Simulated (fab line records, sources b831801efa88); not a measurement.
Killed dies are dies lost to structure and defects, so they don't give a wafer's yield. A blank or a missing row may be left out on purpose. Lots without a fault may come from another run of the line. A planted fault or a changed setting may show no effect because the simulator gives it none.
A struck lot beside a sound one | flow sky130 | 19 steps out of a route of 708
Sound: wafers L550.2, L550.5, L550.6. Struck: wafers L554.1, L554.2, L554.5. The cause comes at the end.
At each step with rows: each side's tool, then ch and its chambers, then its first start. Under that, the readings that differ: sound wafers | struck wafers | difference of the means | sigmas: that difference in standard deviations of wafers without a fault.
alike: readings whose means differ by less than 2 such deviations, and words and numbers that are the same on both sides. not compared: withheld readings, readings that some wafer has no value for, bounds like >300 that may hide the same value, and numbers for which the record gives no deviation and whose values overlap.
The two part at a step that has a row with sigmas, a row that says differs or no value, or rows on one side only. Numbers that don't overlap but have no deviation are shown without sigmas and don't part them. A reading that every wafer of one side lacks parts them only if that side has two wafers or more.

first, 3 steps without rows for these wafers: SKY_SD_P_EXPOSE_04 (exposes mask PSDM, target cd 380 nm); SKY_SD_P_PEB_05; SKY_SD_P_DEVELOP_06 (develop time 60 s).
SKY_SD_P_CD_MEAS_07: target cd 380 nm.
  sound on cd_sem-02, day 27 00:34; struck on cd_sem-02, day 28 08:37
  alike: cd_nm
SKY_SD_P_OVL_MEAS_08:
  sound on overlay-02, day 27 00:41; struck on overlay-02, day 28 08:44
  alike: SD_P_OVL
then, 1 step without rows for these wafers: SKY_SD_P_IMPLANT_09.
SKY_SD_P_STRIP_10: strips in O2/N2.
  sound on plasma_asher-03 ch 0,1, day 27 00:52; struck on plasma_asher-01 ch 0,1, day 28 08:55
  alike: drypump_motor_current_A, o2_flow_sccm, oes_product_au, strip_time_to_endpoint_s
  not compared: rf_hours_counter_h
SKY_SD_P_TW_MEAS_11:
  sound on film_metro-03, day 27 00:58; struck on film_metro-03, day 28 09:01
  alike: SD_P_TW
then, 4 steps without rows for these wafers: SKY_RES_XHIGH_DEHYDRATE_00 (time 60 s); SKY_RES_XHIGH_HMDS_01 (prime time 60 s); SKY_RES_XHIGH_COAT_02 (resist thk 1140 nm); SKY_RES_XHIGH_SOFTBAKE_03 (time 60 s).
SKY_RES_XHIGH_EXPOSE_04: exposes mask URPM, target cd 1270 nm.
  sound on iline_stepper-01 ch 0, day 27 15:07; struck on iline_stepper-02, day 28 23:04
  no value came back on the struck wafers for exposure_dose_mJ_cm2, focus_offset_nm (nm), reticle_temp_C (C); on the sound wafers exposure_dose_mJ_cm2 reads 139.81 140.04 139.91
  alike: mask
then, 3 steps without rows for these wafers: SKY_RES_XHIGH_PEB_05; SKY_RES_XHIGH_DEVELOP_06 (develop time 60 s); SKY_RES_XHIGH_IMPLANT_07.
SKY_RES_XHIGH_STRIP_08: strips in O2/N2.
  sound on plasma_asher-01 ch 0,1, day 28 05:41; struck on plasma_asher-02 ch 0,1, day 29 13:17
  alike: drypump_motor_current_A, o2_flow_sccm, oes_product_au, strip_time_to_endpoint_s
  not compared: rf_hours_counter_h
SKY_RES_XHIGH_TW_MEAS_09:
  sound on film_metro-02, day 28 05:48; struck on film_metro-02, day 29 13:23
  reading      | sound          | struck   | difference | sigmas
  RES_XHIGH_TW | 1630 1623 1626 | 30 30 30 | -1596      | -99 or more
then, 1 step without rows for these wafers: SKY_SD_N_DEHYDRATE_00 (time 60 s).

WHERE THEY PART
First at SKY_RES_XHIGH_EXPOSE_04; last, within this record, at SKY_RES_XHIGH_TW_MEAS_09.

WHY: what the simulator had put in
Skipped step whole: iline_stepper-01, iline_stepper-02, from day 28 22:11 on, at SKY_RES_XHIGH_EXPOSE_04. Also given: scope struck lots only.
